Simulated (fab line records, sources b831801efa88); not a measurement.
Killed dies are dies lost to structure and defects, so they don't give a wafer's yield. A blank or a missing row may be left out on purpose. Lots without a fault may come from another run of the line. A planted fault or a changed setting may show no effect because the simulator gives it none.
Problem report in the 8D (eight disciplines) form, filled by code | flow sky130 | the parts of the form that need people (team, actions taken, sign-off) are left out

1. THE PROBLEM
VIA2_W_RS at SKY_VIA2_RS_MEAS_22 reads a mean of 0.411 ohm/sq on 2 wafers of 2 lots; wafers without a fault read 0.273 ohm/sq with a standard deviation of 0.0039. That is +36 standard deviations from the usual mean.
The step: measures by four-point-probe.
First seen on wafer L410.5, day 37 05:20, on film_metro-03. The record holds 30 wafers of 10 lots with a number at this step. Rule for "out", or "out of limits": more than 4 standard deviations from the usual mean. The other wafers with a number count as sound.

2. WHAT IT IS AND WHAT IT IS NOT
question                    | is                           | is not
which readings at this step | VIA2_W_RS                    | -
which lots                  | L410, L412                   | L416, L421, L423, L424, L425, L428, L429, L430
which wafers of those lots  | L410.5, L412.5               | L410.2, L410.6, L412.1, L412.6
read on which gauges        | film_metro-01, film_metro-03 | film_metro-02
when                        | from day 37 05:20            | up to then (2 sound wafers); but 26 sound wafers of L412, L416, L421, L423, L424, L425, L428, L429, L430 came after

3. SUSPECTS, AND WHAT RULES EACH OUT
Counting: a tool at a process step up to the reading stays a suspect if it ran every lot that is out. Sound lots after the first of them don't rule it out here, since some wafers of a struck lot are sound.
- the gauge at SKY_VIA2_RS_MEAS_22: ruled out. The wafers that are out were read on 2 gauges (film_metro-01, film_metro-03).
- plasma_asher-02 at SKY_PWDE_STRIP_09 (strips in O2/N2): kept. It ran every lot that is out, first L410 (day 4 14:05).
- cvd_w-01 at SKY_VIA2_CVD_21 (deposits W, target thk 420 nm, time 126.4 s): kept. It ran every lot that is out, first L410 (day 37 05:11).
Left after counting: plasma_asher-02 at SKY_PWDE_STRIP_09, cvd_w-01 at SKY_VIA2_CVD_21.

4. THE CAUSE (what the simulator had put in)
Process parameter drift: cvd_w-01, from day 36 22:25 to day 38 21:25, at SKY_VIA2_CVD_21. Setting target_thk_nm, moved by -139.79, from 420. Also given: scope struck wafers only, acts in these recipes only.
Counting left 2 suspects, and this tool is among them.

5. THE CHAIN OF EFFECTS, in route order
Each row: a reading whose mean over the struck wafers that have a number lies more than 3 standard deviations from the usual. Only readings for which the record gives a usual standard deviation are gone through. hours: the time from each lot's start at the first step in this table that gives one to its start at this step, as a median over the lots. sigmas: the change in usual standard deviations.
hours | step                 | reading            | usual        | on struck wafers | change | sigmas
0     | SKY_VIA2_RS_MEAS_22  | VIA2_W_RS          | 0.273 ohm/sq | 0.411            | +0.138 | +36
4     | SKY_VIA2_THK_MEAS_23 | VIA2_W_THK         | 413 nm       | 275              | -138   | -23
10    | SKY_VIA2_CMP_24      | time_to_endpoint_s | 101 s        | 66               | -34    | -10
The process steps in it:
- SKY_VIA2_CMP_24: polishes, stops on SiO2, t overpolish 20 s, target thk 0 nm.

6. WHAT WOULD HAVE CAUGHT IT SOONER
In this record the first reading out of limits at a measuring or inspecting step was taken at day 37 05:20, 7 hours after the fault began at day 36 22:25.
Of the tool readings at SKY_VIA2_CVD_21 for which the record gives a usual standard deviation, none was out on any struck wafer, so an alarm limit of 4 standard deviations on them would not have fired.
Of the lots that are out (2), L412 began SKY_VIA2_CVD_21 on cvd_w-01 after day 37 05:20. A hold on the tool at that time would have spared it.
